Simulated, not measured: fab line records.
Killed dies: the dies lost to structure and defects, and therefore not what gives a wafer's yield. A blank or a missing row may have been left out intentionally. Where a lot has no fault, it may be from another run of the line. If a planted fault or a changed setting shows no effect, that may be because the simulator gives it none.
Which of the tools did it? | flow sky130 | 33 wafers from 11 lots sampled at 5 of the route's 708 steps

WHAT THE GAUGES READ, wafer by wafer
SKY_PASSIVATION_THK_MEAS_03.
lot  | measured     | on            | PASSIVATION_CVD_02_THK (nm)
L142 | day 44 11:10 | film metro-01 | 538 542 537
L143 | day 44 12:23 | film metro-01 | 532 527 536
L144 | day 44 18:47 | film metro-03 | 542 538 548
L146 | day 45 08:22 | film metro-01 | 532 542 547
L149 | day 46 01:28 | film metro-01 | 536 531 541
L153 | day 47 03:00 | film metro-01 | 560 533 569
L155 | day 47 14:17 | film metro-01 | 546 551 546
L156 | day 47 19:26 | film metro-02 | 557 527 571
L160 | day 48 15:45 | film metro-02 | 545 550 552
L161 | day 48 23:10 | film metro-02 | 534 527 542
L163 | day 49 05:13 | film metro-03 | 529 534 546

TOOL THAT RAN EACH LOT (tool first, then ch and the chambers of the sampled wafers, then the start)
lot  | SKY_LI_CONTACT_ETCH_14             | SKY_CONTACT_SPUTTER_23       | SKY_METAL4_ETCH_17                 | SKY_PASSIVATION_CVD_02
L142 | rie diel-01 ch 0,1,3, day 29 18:10 | pvd sputter-01, day 32 05:26 | rie diel-04 ch 0,1,3, day 42 10:30 | pecvd-04 ch 1,2, day 44 10:56
L143 | rie diel-04 ch 0,1,3, day 29 23:04 | pvd sputter-01, day 32 09:54 | rie diel-01 ch 1,2,3, day 42 10:55 | pecvd-01 ch 0,1, day 44 12:10
L144 | rie diel-01 ch 0,2, day 30 05:25   | pvd sputter-04, day 32 16:29 | rie diel-04 ch 1,2,3, day 42 18:26 | pecvd-04 ch 0,1,2, day 44 18:34
L146 | rie diel-04 ch 0,1, day 31 00:31   | pvd sputter-02, day 33 11:40 | rie diel-03 ch 0,2,3, day 43 08:07 | pecvd-03 ch 0,2, day 45 08:08
L149 | rie diel-02 ch 1,2, day 31 20:10   | pvd sputter-04, day 34 05:44 | rie diel-04 ch 1,2, day 44 01:51   | pecvd-04 ch 1,2, day 46 01:15
L153 | rie diel-04 ch 0,2, day 33 08:10   | pvd sputter-01, day 35 17:03 | rie diel-01 ch 1,2, day 45 05:25   | pecvd-04 ch 0,1, day 47 02:46
L155 | rie diel-02 ch 0,1, day 33 23:55   | pvd sputter-02, day 36 09:32 | rie diel-04 ch 0,1, day 45 17:44   | pecvd-03 ch 0,1,2, day 47 14:08
L156 | rie diel-01 ch 0,2, day 34 04:31   | pvd sputter-04, day 36 13:12 | rie diel-01 ch 0,3, day 45 22:49   | pecvd-04 ch 1,2, day 47 19:12
L160 | rie diel-04 ch 2,3, day 35 07:55   | pvd sputter-02, day 37 15:20 | rie diel-03 ch 2,3, day 46 19:52   | pecvd-03 ch 0,2, day 48 15:31
L161 | rie diel-01 ch 0,3, day 35 22:05   | pvd sputter-02, day 38 05:11 | rie diel-01 ch 0,2,3, day 47 05:31 | pecvd-01 ch 1,2, day 48 22:56
L163 | rie diel-04 ch 0,1, day 36 03:25   | pvd sputter-02, day 38 10:18 | rie diel-01 ch 1,2,3, day 47 10:37 | pecvd-01 ch 0,1, day 49 04:58
- SKY_LI_CONTACT_ETCH_14: etches BARC in N2/H2, stops on SiO2, time 45.9 s, target depth 60 nm.
- SKY_CONTACT_SPUTTER_23: material TiN, target thk 20 nm, time 80 s.
- SKY_METAL4_ETCH_17: etches SiO2 in C4F8/O2/Ar, stops on TiN, time 3.9 s, target depth 15 nm.
- SKY_PASSIVATION_CVD_02: deposits Si3N4, target thk 540 nm.

THE ANSWER, worked out from the rows above alone
Rule: the usual values come from the lots themselves. The widest of any qualifying gaps counts: lots, ordered by their means at a reading, are off when they make up no more than a third of the lots, leave a main group of 4 or more, and stand apart from it by 3 or more times the standard deviation of that group's means. A main group whose means are all the same, to the digits that the tables above print for the reading, isn't used. A lot without any number at a reading at which 4 lots or more have one is off too. Where the step has rows for the other lots, those lots are counted as sound.
Across all readings shown, no lot is off: no conclusion can be drawn from this.

WHAT THE SIMULATOR PUT IN
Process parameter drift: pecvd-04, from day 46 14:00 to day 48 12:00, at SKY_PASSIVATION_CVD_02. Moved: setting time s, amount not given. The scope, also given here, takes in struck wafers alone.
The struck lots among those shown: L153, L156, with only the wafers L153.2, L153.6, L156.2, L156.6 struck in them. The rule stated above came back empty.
